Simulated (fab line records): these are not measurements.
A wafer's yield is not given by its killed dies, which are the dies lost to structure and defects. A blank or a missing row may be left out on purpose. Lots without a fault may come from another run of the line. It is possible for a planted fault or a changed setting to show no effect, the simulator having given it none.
A struck lot beside a sound one || flow sky130 || 17 steps out of a route of 708
Sound: these wafers, L284.2, L284.3, L284.6. Struck: wafers L274.1, L274.3, L274.5. Last of all comes the cause.
Each step with rows lists, per side, the tool, then ch with its chambers, then its first start. Under that, the readings that differ: sound wafers || struck wafers || difference of the means || sigmas: that difference in standard deviations of wafers without a fault.
alike: readings with means less than 2 such deviations apart, plus words and numbers identical on both sides. not compared: withheld readings, readings lacking a value on some wafer, bounds such as >300 that could conceal the same value, and numbers that have no deviation in the record and whose values overlap.
Wherever a step has rows on one side only, a row that says differs or no value, or a row with sigmas, the two part there. Numbers that have no deviation but don't overlap get no sigmas and don't part them. Lack of a reading on every wafer of one side parts them only where that side has two or more wafers.

SKY_CONTACT_BOW_MEAS_05:
  sound: film_metro-04 at day 35 12:37; struck: film_metro-04 at day 32 08:22
  alike: CONTACT_BOW
then, 8 steps without rows for these wafers: SKY_CONTACT_DEHYDRATE_06 (time 60 s); SKY_CONTACT_HMDS_07 (prime time 60 s); SKY_CONTACT_COAT_08 (resist thk 60 nm); SKY_CONTACT_COAT_09 (resist thk 450 nm); SKY_CONTACT_SOFTBAKE_10 (time 90 s); SKY_CONTACT_EXPOSE_11 (exposes mask CTM1, target cd 170 nm); SKY_CONTACT_PEB_12; SKY_CONTACT_DEVELOP_13 (develop time 57.27 s).
SKY_CONTACT_CD_MEAS_14: target cd 170 nm.
  sound: cd_sem-02 at day 36 15:05; struck: cd_sem-02 at day 33 11:07
{"reading": "cd_nm (nm)", "sound": "170.4 170.7 171.0", "struck": "167.9 168.8 165.7", "difference": -3.2, "sigmas": -2}
SKY_CONTACT_OVL_MEAS_15:
  sound: overlay-01 at day 36 15:11; struck: overlay-02 at day 33 11:14
  alike: CONTACT_OVL
SKY_CONTACT_ETCH_16: etches BARC in N2/H2, stops on SiO2, time 45.9 s, target depth 60 nm.
  sound on rie_diel-04 ch 1,3, day 36 15:13; struck on rie_diel-01 ch 0,2,3, day 33 11:16
  alike: bias_w, chamber_pressure_mTorr, drypump_motor_current_A, oes_product_au, throttle_valve_pct
  not compared: rf_hours_counter_h
SKY_CONTACT_ETCH_17: etches SiO2 in C4F8/O2/Ar, stops on Si3N4, target depth 340 nm.
  sound on rie_diel-04 ch 1,3, day 36 15:16; struck on rie_diel-01 ch 0,2,3, day 33 11:19
  no value came back on the struck wafers for bias_w (W), chamber_pressure_mTorr (mTorr), oes_product_au (a.u.); on the sound wafers bias_w (W) reads 1202 1198 1199
{"reading": "model.KrF-thick_of_CONTACT_COAT_09.thk_nm (nm)", "sound": "325.6 327.5 327.3", "struck": "391.7 389.2 390.8", "difference": "+63.8", "sigmas": ""}
SKY_CONTACT_ETCH_18: etches Si3N4 in CHF3/O2, stops on TiN, time 39 s, target depth 75 nm.
  sound: rie_diel-04 ch 1,3; struck: rie_diel-01 ch 0,2,3
{"reading": "oes_product_au (a.u.)", "sound": "0.850 0.862 0.864", "struck": "0.368 0.377 0.378", "difference": -0.484, "sigmas": -63}
{"reading": "throttle_valve_pct (%)", "sound": "8.804 8.792 8.804", "struck": "8.682 8.669 8.672", "difference": -0.126, "sigmas": -15}
{"reading": "model.KrF-thick_of_CONTACT_COAT_09.thk_nm (nm)", "sound": "239.5 242.8 241.1", "struck": "307.7 302.3 306.4", "difference": "+64.3", "sigmas": ""}
  alike: O2_flow_sccm, bias_w, drypump_motor_current_A
  not compared: rf_hours_counter_h
SKY_CONTACT_STRIP_19: strips in O2/N2.
  sound on plasma_asher-03 ch 0,1, day 36 15:21; struck on plasma_asher-02 ch 0,1, day 33 11:24
{"reading": "oes_product_au (a.u.)", "sound": "0.378 0.378 0.385", "struck": "0.411 0.412 0.409", "difference": "+0.030", "sigmas": "+7"}
{"reading": "strip_time_to_endpoint_s (s)", "sound": "3.59 3.63 3.60", "struck": "4.31 4.25 4.29", "difference": "+0.68", "sigmas": "+21"}
  alike: drypump_motor_current_A
  not compared: rf_hours_counter_h
then, 1 step without rows for these wafers: SKY_CONTACT_STRIP_20 (strips in post etch residue remover, time 1200 s).
-- the record jumps here: 14 days lie between the struck wafers' starts before and after (it left off in module CONTACT and takes up again in module PAD_OPEN, whose first step shown is number 708 of the route) --
SKY_PAD_OPEN_PROBE_99:
  sound: prober-02 at day 49 16:10; struck: prober-01 at day 47 07:05
{"reading": "killed_at_M0_to_M3", "sound": "45 51 33", "struck": "247 231 240", "difference": "+196", "sigmas": "+26"}
{"reading": "killed_at_M4_up", "sound": "5 5 0", "struck": "61 54 64", "difference": "+56", "sigmas": "+30"}
{"reading": "killed_at_contacts", "sound": "19 23 23", "struck": "105 125 111", "difference": "+92", "sigmas": "+18"}
{"reading": "killed_at_other", "sound": "0 0 0", "struck": "67 67 61", "difference": "+65", "sigmas": "+99 or more"}
{"reading": "killed_dies", "sound": "89 93 74", "struck": "492 492 492", "difference": "+407", "sigmas": "+41"}
{"reading": "killed_on_rim", "sound": "17 19 12", "struck": "96 96 96", "difference": "+80", "sigmas": "+21"}
  alike: killed_at_front_end, killed_open, killed_short

== WHERE THEY PART ==
At SKY_CONTACT_CD_MEAS_14 first; at SKY_PAD_OPEN_PROBE_99 last (within this record only).

WHY: what the simulator had put in
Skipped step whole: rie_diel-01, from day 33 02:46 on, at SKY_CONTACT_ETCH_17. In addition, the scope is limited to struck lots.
